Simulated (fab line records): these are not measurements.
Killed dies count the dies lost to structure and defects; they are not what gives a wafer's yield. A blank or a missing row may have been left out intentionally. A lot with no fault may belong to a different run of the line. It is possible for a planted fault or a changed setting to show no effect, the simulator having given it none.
fab line records ; flow sky130
record lots=6; wafers=18; last-day=50
route steps=708 shown FIELD_ISO@6 PAD_OPEN@708
lots untouched by any fault: they come from a run of this same line in which no faults occurred
start-h: the number of hours between the record's first day and the start of the first shown wafer of the lot ; wait-h: hours since the lot's step before ; " as in the row above ; L1.1+2: one row covering several wafers at once ; - no value, or no start given ; * or withheld: withheld ; < > ~ a bound
route shown NAME@n: a module of which the file shows steps, and the number in the route of the first ; usual: mean/standard deviation of fault-free wafers ; same: alike in all rows ; chamber/n: place in a boat ; sites: each site's reading ; _std_site: their standard deviation ; _edge_site: mean of outer sites minus mean of inner sites ; radius-mm: for every site, how far away it sits from the centre of the wafer ; mask NAME#n: copy n ; behind: the last tool/chamber to shape the wafer ; hold: why the lot went on hold/how many hours it stayed there/how the hold came to an end ; device: which transistor (n, p or np) failed to switch ; end of line: tests of these same wafers at the route's end ; a step given without rows: its recipe and nothing more ; killed: dies lost to structure and defects at the first sort, not the wafer's yield ; map: dies across one wafer; x = killed, . = not, _ = none there
set.NAME: the setting that was run; set.NAME@STEP: the one run at that earlier step ; model.NAME: the simulator's own value behind a step, which no gauge read
certain route steps with their lots: each step a table, each wafer a row
services: a tool's chamber out of use, with start hour (start-h, from the record's first day; less than 0 if before it), hours out, and reason
## steps
# step SKY_FIELD_ISO_DEHYDRATE_05
# recipe temp-c=200; time-s=60
# step SKY_FIELD_ISO_HMDS_06
# recipe prime-time-s=60; prime-temp-c=120
# step SKY_FIELD_ISO_COAT_07
# recipe resist=BARC; temp-c=withheld; time-s=withheld; spin-rpm=3000; resist-thk-nm=60
# step SKY_FIELD_ISO_COAT_08
# recipe resist=KrF-thick; spin-rpm=3000; resist-thk-nm=450
# step SKY_FIELD_ISO_SOFTBAKE_09
# recipe temp-c=100; time-s=90; resist=KrF-thick
# step SKY_FIELD_ISO_EXPOSE_10
# recipe mask-id=FOM; na=0.68; source-shape=annular; sigma-inner=0.4; sigma-outer=0.8; target-cd-nm=150; dose-mj=28
# step SKY_FIELD_ISO_PEB_11
# recipe peb-temp-c=withheld; peb-time-s=withheld; resist=KrF-thick
# step SKY_FIELD_ISO_DEVELOP_12
# recipe develop-time-s=60; resist=KrF-thick; dev-temp-c=21
# step SKY_FIELD_ISO_CD_MEAS_13
# recipe target-cd-nm=150
# usual cd-nm=149.9/1.7
lot.wafer;tool;chamber;start-h;wait-h;cd-nm
L726.1;cd-sem-01;-;28.57;-;151.8
L726.5;cd-sem-01;-;28.57;-;150.6
L726.6;cd-sem-01;-;28.57;-;151.0
L733.1;cd-sem-01;-;66.07;-;150.9
L733.2;cd-sem-01;-;66.07;-;149.9
L733.3;cd-sem-01;-;66.07;-;149.9
L738.3;cd-sem-01;-;93.55;-;150.4
L738.4;cd-sem-01;-;93.55;-;148.6
L738.6;cd-sem-01;-;93.55;-;148.7
L743.2;cd-sem-02;-;117.44;-;148.1
L743.3;cd-sem-02;-;117.44;-;148.6
L743.6;cd-sem-02;-;117.44;-;149.1
L746.2;cd-sem-01;-;134.79;-;148.1
L746.5;cd-sem-01;-;134.79;-;148.8
L746.6;cd-sem-01;-;134.79;-;149.1
L748.4;cd-sem-02;-;145.78;-;150.9
L748.5;cd-sem-02;-;145.78;-;150.8
L748.6;cd-sem-02;-;145.78;-;150.3
# step SKY_FIELD_ISO_ETCH_14
# recipe chemistry=N2/H2; target=BARC; ion-energy-ev=200; source-w=500; bias-w=100; pressure-mtorr=30; n2-flow-sccm=100; h2-flow-sccm=200; stop-on=SiO2; time-s=45.9; target-depth-a=600
# usual drypump-motor-current-A=5.6/0.45; oes-product-au=0.855/0.0053; rf-fwd-power-W=495.3/2.1; throttle-valve-pct=13.225/0.0093
lot.wafer;tool;chamber;start-h;wait-h;drypump-motor-current-A;oes-product-au;rf-fwd-power-W;rf-hours-counter-h;throttle-valve-pct
L726.1;rie-diel-01;1;28.69;0.1;5.2;0.859;497.4;116;13.227
L726.5;rie-diel-01;1;28.69;0.1;5.2;0.854;496.0;-;13.230
L726.6;rie-diel-01;2;28.69;0.1;5.3;0.849;497.0;-;13.236
L733.1;rie-diel-01;3;66.19;0.1;5.0;0.856;489.2;1;13.220
L733.2;rie-diel-01;0;66.19;0.1;5.8;0.857;495.2;95;13.218
L733.3;rie-diel-01;1;66.19;0.1;5.2;0.849;497.0;117;13.215
L738.3;rie-diel-03;2;93.63;0.1;6.0;0.860;494.2;79;13.219
L738.4;rie-diel-03;1;93.63;0.1;5.0;0.853;497.7;5;13.224
L738.6;rie-diel-03;2;93.63;0.1;6.0;0.857;497.6;-;13.207
L743.2;rie-diel-04;0;117.54;0.1;5.8;0.847;495.3;160;13.216
L743.3;rie-diel-04;3;117.54;0.1;5.8;0.856;495.6;77;13.221
L743.6;rie-diel-04;1;117.54;0.1;5.1;0.841;495.6;-;13.228
L746.2;rie-diel-04;3;134.89;0.1;5.8;0.850;493.0;78;13.222
L746.5;rie-diel-04;3;134.89;0.1;5.8;0.858;495.8;-;13.222
L746.6;rie-diel-04;1;134.89;0.1;5.1;0.868;496.5;-;13.218
L748.4;rie-diel-04;1;145.86;0.1;5.1;0.856;496.2;-;13.237
L748.5;rie-diel-04;3;145.86;0.1;5.8;0.858;493.1;-;13.215
L748.6;rie-diel-04;0;145.86;0.1;5.8;0.853;495.7;-;13.229
# step SKY_FIELD_ISO_ETCH_15
# recipe chemistry=CHF3/O2; target-depth-nm=180; stop-on=Si; source-w=600; bias-w=200; pressure-mtorr=40; chf3-flow-sccm=50; O2_flow_sccm=5; time-s=72
# usual drypump-motor-current-A=5.6/0.44; oes-product-au=0.948/0.0069; rf-fwd-power-W=595.2/2.4; throttle-valve-pct=8.844/0.0091
lot.wafer;tool;chamber;start-h;wait-h;drypump-motor-current-A;oes-product-au;rf-fwd-power-W;rf-hours-counter-h;throttle-valve-pct
L726.1;rie-diel-01;1;28.74;0.0;5.2;0.945;597.7;116;8.845
L726.5;rie-diel-01;1;28.74;0.0;5.2;0.956;597.1;-;8.842
L726.6;rie-diel-01;2;28.74;0.0;5.3;0.951;596.1;-;8.842
L733.1;rie-diel-01;3;66.23;0.0;5.0;0.948;591.4;1;8.840
L733.2;rie-diel-01;0;66.23;0.0;5.8;0.945;594.3;95;8.847
L733.3;rie-diel-01;1;66.23;0.0;5.2;0.953;599.7;117;8.842
L738.3;rie-diel-03;2;93.68;0.0;6.0;0.951;593.0;79;8.830
L738.4;rie-diel-03;1;93.68;0.0;5.0;0.952;600.7;5;8.838
L738.6;rie-diel-03;2;93.68;0.0;6.0;0.948;592.9;-;8.857
L743.2;rie-diel-04;0;117.58;0.0;5.8;0.952;597.2;160;8.842
L743.3;rie-diel-04;3;117.58;0.0;5.8;0.948;595.3;77;8.848
L743.6;rie-diel-04;1;117.58;0.0;5.1;0.944;594.4;-;8.843
L746.2;rie-diel-04;3;134.93;0.0;5.8;0.945;594.8;78;8.841
L746.5;rie-diel-04;3;134.93;0.0;5.8;0.949;595.2;-;8.871
L746.6;rie-diel-04;1;134.93;0.0;5.1;0.943;593.7;-;8.853
L748.4;rie-diel-04;1;145.91;0.0;5.1;0.954;594.5;-;8.848
L748.5;rie-diel-04;3;145.91;0.0;5.8;0.957;594.0;-;8.856
L748.6;rie-diel-04;0;145.91;0.0;5.7;0.952;595.1;-;8.838
# step SKY_FIELD_ISO_STRIP_16
# recipe chemistry=O2/N2; power-w=1400; pressure-mtorr=1500; platen-temp-c=withheld; o2-flow-sccm=3000; n2-flow-sccm=300; overash-fraction=0.5
# usual drypump-motor-current-A=5.73/0.18; o2-flow-sccm=3000/8.2; oes-product-au=0.377/0.0044; strip-time-to-endpoint-s=3.550/0.026
lot.wafer;tool;chamber;start-h;wait-h;drypump-motor-current-A;o2-flow-sccm;oes-product-au;rf-hours-counter-h;strip-time-to-endpoint-s
L726.1;plasma-asher-03;1;28.79;0.0;5.41;3015;0.373;36;3.575
L726.5;plasma-asher-03;1;28.79;0.0;5.43;3005;0.377;-;3.531
L726.6;plasma-asher-03;0;28.79;0.0;5.91;2986;0.371;-;3.591
L733.1;plasma-asher-02;0;66.29;0.0;5.63;3000;0.375;43;3.522
L733.2;plasma-asher-02;1;66.29;0.0;5.89;3014;0.374;43;3.515
L733.3;plasma-asher-02;1;66.29;0.0;5.86;3002;0.381;-;3.547
L738.3;plasma-asher-04;0;93.77;0.1;5.74;2992;0.376;-;3.576
L738.4;plasma-asher-04;1;93.77;0.1;5.86;2990;0.383;-;3.582
L738.6;plasma-asher-04;0;93.77;0.1;5.74;2996;0.376;-;3.572
L743.2;plasma-asher-03;0;117.64;0.0;5.88;2998;0.379;46;3.574
L743.3;plasma-asher-03;1;117.64;0.0;5.42;2991;0.376;-;3.554
L743.6;plasma-asher-03;0;117.64;0.0;5.87;3002;0.382;-;3.579
L746.2;plasma-asher-04;1;134.99;0.0;5.86;3004;0.379;29;3.551
L746.5;plasma-asher-04;0;134.99;0.0;5.73;3017;0.378;-;3.553
L746.6;plasma-asher-04;1;134.99;0.0;5.85;3005;0.373;-;3.567
L748.4;plasma-asher-03;0;145.97;0.0;5.86;3002;0.371;-;3.555
L748.5;plasma-asher-03;1;145.97;0.0;5.38;3009;0.379;-;3.521
L748.6;plasma-asher-03;0;145.97;0.0;5.91;3001;0.379;-;3.569
# step SKY_FIELD_ISO_ETCH_17
# recipe target-depth-a=3420; mask-material=Si3N4; chemistry=HBr/Cl2/O2; target=Si; taper-deg=5; icp-w=600; bias-w=150; pressure-mtorr=15; HBr_flow_sccm=150; Cl2_flow_sccm=40; O2_flow_sccm=6; time-s=97.7
# usual drypump-motor-current-A=5.7/0.43; mfc-cl2-sccm=40.00/0.14; oes-product-au=0.999/0.0085; rf-fwd-power-W=596.3/2.3; throttle-valve-pct=25.656/0.0094
lot.wafer;tool;chamber;start-h;wait-h;drypump-motor-current-A;mfc-cl2-sccm;oes-product-au;rf-fwd-power-W;rf-hours-counter-h;throttle-valve-pct;model.FIELD_ISO.feature-depth-nm;model.etch.depth-nm
L726.1;rie-si-02;0;28.89;0.1;6.3;39.98;1.006;598.9;114;25.653;345.5;345.5
L726.5;rie-si-02;2;28.89;0.1;5.8;39.86;0.995;595.5;-;25.650;342.6;342.6
L726.6;rie-si-02;1;28.89;0.1;5.5;40.04;1.001;595.8;-;25.649;340.9;340.9
L733.1;rie-si-01;0;66.39;0.1;4.9;39.97;1.002;591.1;81;25.661;341.6;341.6
L733.2;rie-si-01;3;66.39;0.1;6.1;39.96;0.992;598.4;108;25.665;339.1;339.1
L733.3;rie-si-01;1;66.39;0.1;6.1;39.98;0.995;597.9;54;25.663;337.8;337.8
L738.3;rie-si-01;0;93.83;0.0;4.9;40.09;0.955;497.7;81;25.684;315.2;315.2
L738.4;rie-si-01;3;93.83;0.0;6.1;39.98;0.937;504.3;109;25.693;311.4;311.4
L738.6;rie-si-01;2;93.83;0.0;5.4;40.04;0.954;502.4;-;25.699;315.3;315.3
L743.2;rie-si-01;2;117.74;0.1;5.3;39.92;0.958;500.0;49;25.705;318.8;318.8
L743.3;rie-si-01;1;117.74;0.1;6.1;39.93;0.950;503.7;54;25.692;312.4;312.4
L743.6;rie-si-01;2;117.74;0.1;5.4;39.78;0.954;501.5;-;25.673;320.3;320.3
L746.2;rie-si-02;1;135.09;0.1;5.4;39.94;0.993;596.9;96;25.659;338.5;338.5
L746.5;rie-si-02;1;135.09;0.1;5.4;40.05;0.985;595.0;-;25.672;336.6;336.6
L746.6;rie-si-02;2;135.09;0.1;5.8;39.94;0.998;595.6;-;25.660;339.9;339.9
L748.4;rie-si-02;1;146.08;0.1;5.5;39.85;1.000;598.6;-;25.644;341.6;341.6
L748.5;rie-si-02;2;146.08;0.1;5.8;39.82;0.992;593.1;-;25.649;340.3;340.3
L748.6;rie-si-02;3;146.08;0.1;6.0;40.01;0.995;593.6;-;25.666;340;340
# step SKY_FIELD_ISO_WET_ETCH_18
# recipe chemistry=H3PO4; target-depth-nm=25; temp-c=160; target=Si3N4; time-s=286
# step SKY_PAD_OPEN_PROBE_99
# usual killed_at_M0_to_M3=44/7; killed_at_M4_up=3.4/1.7; killed-at-contacts=24/4.9; killed-at-front-end=15/4.5; killed-at-other=0.4/0.61; killed-dies=86/9.7; killed-open=47/7.1; killed-short=39/6.1
# same gross-dies=492; killed-at-back-side=0
lot.wafer;tool;chamber;start-h;wait-h;killed_at_M0_to_M3;killed_at_M4_up;killed-at-contacts;killed-at-front-end;killed-at-other;killed-dies;killed-open;killed-short;model.etest.res_p_drift_20v.line-ohm-um;model.etest.res_p_drift_20v.rs-ohm-sq;model.etest.pfet_16v.r-on-ohm-um;model.etest.res-iso-pwell.rs-ohm-sq;model.etest.res-iso-pwell.line-ohm-um;model.etest.res-nwell.line-ohm-um;model.etest.res-nwell.rs-ohm-sq;model.etest.pfet_16v.drive-ua-um
L726.1;prober-01;-;1089.36;0.1;37;5;32;11;0;85;41;44;1.123e+04;9374;1.525e+04;3090;1157;1105;915.3;245.9
L726.5;prober-01;-;1089.56;0.2;46;7;28;20;0;101;64;37;1.112e+04;9405;1.507e+04;3077;1164;1082;911.1;245.5
L726.6;prober-01;-;1089.61;0.2;40;5;29;2;0;76;43;33;1.096e+04;9235;1.501e+04;2972;1133;1080;901.8;248.7
L733.1;prober-01;-;1120.56;0.1;49;5;26;16;0;96;55;41;1.122e+04;9449;1.522e+04;3130;1187;1123;948.9;242.2
L733.2;prober-01;-;1120.61;0.1;38;6;31;17;0;92;51;41;1.126e+04;9399;1.53e+04;3084;1170;1117;943.8;242
L733.3;prober-01;-;1120.66;0.2;44;2;30;15;0;91;54;37;1.112e+04;9262;1.517e+04;3019;1135;1097;933;242
L738.3;prober-02;-;1147.31;0.2;51;4;30;13;2;100;61;39;9985;8267;1.38e+04;2500;951.6;1006;824.2;265.1
L738.4;prober-02;-;1147.36;0.2;51;1;27;19;0;98;56;42;1.005e+04;8218;1.376e+04;2480;941.9;987.1;821.9;265.1
L738.6;prober-02;-;1147.46;0.2;45;2;19;16;0;82;48;34;9903;8293;1.398e+04;2505;924.6;1010;828.8;262.1
L743.2;prober-01;-;1177.59;0.1;45;2;20;13;0;80;38;42;1.038e+04;8537;1.462e+04;2615;993.9;1106;911.7;244.7
L743.3;prober-01;-;1177.64;0.2;40;3;25;16;0;84;54;29;9750;8189;1.429e+04;2528;946.5;1084;896.6;251
L743.6;prober-01;-;1177.79;0.2;40;5;23;20;0;88;43;45;1.009e+04;8523;1.442e+04;2616;981.6;1109;913.8;249.4
L746.2;prober-02;-;1184.94;0.1;38;6;24;15;0;83;43;39;1.227e+04;1.022e+04;1.557e+04;3287;1252;1094;932.6;243.6
L746.5;prober-02;-;1185.09;0.2;57;2;27;27;0;113;65;48;1.228e+04;1.017e+04;1.543e+04;3279;1248;1093;935.8;243.4
L746.6;prober-02;-;1185.14;0.2;43;3;23;14;0;83;42;39;1.259e+04;1.043e+04;1.556e+04;3381;1271;1099;941.8;240.8
L748.4;prober-02;-;1202.99;0.2;35;4;25;17;0;81;42;39;1.368e+04;1.149e+04;1.542e+04;3180;1178;1282;1075;242.7
L748.5;prober-02;-;1203.04;0.2;53;3;20;12;1;89;43;46;1.331e+04;1.131e+04;1.555e+04;3161;1204;1274;1074;239.8
L748.6;prober-02;-;1203.09;0.2;40;2;25;14;0;81;38;43;1.318e+04;1.13e+04;1.549e+04;3115;1165;1275;1062;242
# killed by level:class
L726.1 CONTACT:geometric-particle:open=14 CONTACT:geometric-particle:short=10 VIA1:geometric-particle:open=10 VIA1:geometric-particle:short=4 VIA2:geometric-particle:open=4 METAL3:geometric-particle:short=4 FIELD_ISO:geometric-particle:short=3 POLY_GATE:geometric-particle:short=3
L726.5 CONTACT:geometric-particle:open=15 VIA3:geometric-particle:open=9 VIA1:geometric-particle:open=6 FIELD_ISO:geometric-particle:open=5 CONTACT:geometric-particle:short=5 METAL1:geometric-particle:short=5 VIA2:geometric-particle:open=5 METAL2:geometric-particle:short=4
L726.6 CONTACT:geometric-particle:open=12 VIA1:geometric-particle:open=12 LI_CONTACT:geometric-particle:open=7 METAL1:geometric-particle:short=6 VIA1:geometric-particle:short=5 METAL4:geometric-particle:short=5 CONTACT:geometric-particle:short=4 VIA2:geometric-particle:open=4
L733.1 VIA3:geometric-particle:open=10 VIA2:geometric-particle:open=8 VIA1:geometric-particle:open=8 CONTACT:geometric-particle:open=7 LI_CONTACT:geometric-particle:open=7 VIA1:geometric-particle:short=6 METAL2:geometric-particle:short=6 LOCAL_INTERCONNECT:geometric-particle:short=5
L733.2 CONTACT:geometric-particle:open=13 VIA1:geometric-particle:open=10 CONTACT:geometric-particle:short=7 VIA2:geometric-particle:open=6 FIELD_ISO:geometric-particle:open=5 METAL4:geometric-particle:short=5 POLY_GATE:geometric-particle:open=4 LI_CONTACT:geometric-particle:short=4
L733.3 VIA1:geometric-particle:open=19 CONTACT:geometric-particle:open=15 FIELD_ISO:geometric-particle:short=5 POLY_GATE:geometric-particle:short=5 CONTACT:geometric-particle:short=5 VIA2:geometric-particle:open=5 LI_CONTACT:geometric-particle:open=4 VIA3:geometric-particle:open=4
L738.3 VIA1:geometric-particle:open=14 VIA3:geometric-particle:open=12 LI_CONTACT:geometric-particle:open=11 CONTACT:geometric-particle:open=7 VIA2:geometric-particle:open=7 LOCAL_INTERCONNECT:geometric-particle:short=6 FIELD_ISO:geometric-particle:short=5 METAL3:geometric-particle:short=5
L738.4 VIA1:geometric-particle:open=12 VIA3:geometric-particle:open=10 CONTACT:geometric-particle:open=8 FIELD_ISO:geometric-particle:open=7 LI_CONTACT:geometric-particle:open=7 METAL1:geometric-particle:short=7 LOCAL_INTERCONNECT:geometric-particle:short=6 METAL2:geometric-particle:short=5
L738.6 VIA1:geometric-particle:open=11 VIA3:geometric-particle:open=9 LI_CONTACT:geometric-particle:open=5 CONTACT:geometric-particle:short=5 CONTACT:geometric-particle:open=5 FIELD_ISO:geometric-particle:open=4 POLY_GATE:geometric-particle:short=4 VIA2:geometric-particle:open=4
L743.2 CONTACT:geometric-particle:open=9 VIA2:geometric-particle:open=9 METAL2:geometric-particle:short=8 VIA3:geometric-particle:open=6 FIELD_ISO:geometric-particle:short=5 VIA1:geometric-particle:open=5 LOCAL_INTERCONNECT:geometric-particle:short=5 VIA1:geometric-particle:short=5
L743.3 VIA1:geometric-particle:open=9 LI_CONTACT:geometric-particle:open=9 VIA2:geometric-particle:open=7 VIA3:geometric-particle:open=7 POLY_GATE:geometric-particle:open=6 LOCAL_INTERCONNECT:geometric-particle:short=6 FIELD_ISO:geometric-particle:open=5 CONTACT:geometric-particle:open=5
L743.6 POLY_GATE:geometric-particle:short=10 CONTACT:geometric-particle:open=9 VIA2:geometric-particle:open=7 VIA1:geometric-particle:open=7 METAL1:geometric-particle:short=6 LI_CONTACT:geometric-particle:open=5 VIA1:geometric-particle:short=5 LOCAL_INTERCONNECT:geometric-particle:short=4
L746.2 VIA1:geometric-particle:open=13 METAL2:geometric-particle:short=7 LI_CONTACT:geometric-particle:open=6 LOCAL_INTERCONNECT:geometric-particle:short=6 CONTACT:geometric-particle:open=5 POLY_GATE:geometric-particle:short=4 POLY_GATE:geometric-particle:open=4 VIA1:geometric-particle:short=4
L746.5 VIA3:geometric-particle:open=12 CONTACT:geometric-particle:open=11 VIA1:geometric-particle:open=10 LI_CONTACT:geometric-particle:open=10 METAL2:geometric-particle:short=9 POLY_GATE:geometric-particle:short=8 POLY_GATE:geometric-particle:open=8 METAL1:geometric-particle:short=7
L746.6 CONTACT:geometric-particle:open=9 VIA1:geometric-particle:open=8 VIA2:geometric-particle:open=8 LI_CONTACT:geometric-particle:open=7 METAL1:geometric-particle:short=6 METAL2:geometric-particle:short=6 VIA1:geometric-particle:short=5 FIELD_ISO:geometric-particle:short=3
L748.4 VIA1:geometric-particle:open=9 POLY_GATE:geometric-particle:short=6 CONTACT:geometric-particle:short=6 CONTACT:geometric-particle:open=6 VIA2:geometric-particle:open=6 FIELD_ISO:geometric-particle:open=5 METAL1:geometric-particle:short=5 LI_CONTACT:geometric-particle:open=4
L748.5 VIA1:geometric-particle:open=11 CONTACT:geometric-particle:open=7 METAL1:geometric-particle:short=7 METAL2:geometric-particle:short=7 VIA2:geometric-particle:open=7 VIA3:geometric-particle:open=6 LOCAL_INTERCONNECT:geometric-particle:short=5 VIA1:geometric-particle:short=5
L748.6 POLY_GATE:geometric-particle:short=9 VIA1:geometric-particle:open=9 CONTACT:geometric-particle:open=8 VIA3:geometric-particle:open=7 METAL2:geometric-particle:short=6 LI_CONTACT:geometric-particle:open=5 LOCAL_INTERCONNECT:geometric-particle:short=4 CONTACT:geometric-particle:short=4
## services
tool;chamber;start-h;hours;kind
rie-diel-01;3;13.82;-;clean
rie-diel-01;3;13.82;16.3;scheduled-down
rie-diel-01;3;13.82;16.3;vent-cycle
plasma-asher-04;-;26.65;18.3;repair
rie-diel-04;-;38.45;1.8;repair
rie-diel-04;1;39.94;16.2;repair
rie-si-02;2;51.89;-;clean
rie-si-02;2;51.89;20.8;scheduled-down
rie-diel-04;-;54.36;15.6;pm
rie-diel-04;1;69.96;-;clean
rie-diel-04;1;69.96;23.9;scheduled-down
rie-diel-04;1;69.96;23.9;vent-cycle
rie-diel-04;-;71.84;14.6;pm
plasma-asher-03;-;93.99;6.8;repair
rie-si-02;2;97.34;4.9;repair
rie-si-01;-;101.47;14.6;pm
rie-diel-04;2;105.14;92.3;repair
plasma-asher-02;-;108.75;9.0;pm
rie-diel-01;1;111.31;4.5;repair
rie-diel-03;0;117.96;27.4;repair
rie-diel-03;3;121.37;18.6;repair
rie-diel-01;1;139.53;4.7;repair
rie-si-02;0;140.70;14.6;repair
rie-diel-03;-;145.90;0.9;repair
## key
first-sign step=SKY_FIELD_ISO_ETCH_17; reading=rf-fwd-power-W; direction=down; sigmas=42; usual=596.3; struck=501.6
effect step=SKY_FIELD_ISO_ETCH_17; reading=oes-product-au; direction=down; sigmas=5.6; usual=0.999; struck=0.951
model-effect step=SKY_FIELD_ISO_ETCH_17; value=FIELD_ISO.feature-depth-nm; without=343; struck=315.6
model-effect step=SKY_PAD_OPEN_PROBE_99; value=etest.res_p_drift_20v.line-ohm-um; without=1.159e+04; struck=1.003e+04
met-at SKY_FIELD_ISO_ETCH_17
struck-wafers L738.3,L738.4,L738.6,L743.2,L743.3,L743.6
tester-left-out L738,L743
onset-between 66.39 93.83
fault kind=process-parameter-drift; tool=rie-si-01; chamber=-; onset-h=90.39; steps=SKY_FIELD_ISO_ETCH_17; channel=icp-w; offset=-96; shape=step; end-h=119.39; acts-in=these-recipes-only; stated=600
# tester-left-out: of these lots the tester's yield and bins aren't shown, on N5 and GAA mostly nor the transistor test; their killed dies are dies lost to structure and defects alone, not to doping, threshold or leakage, so they don't give the yield
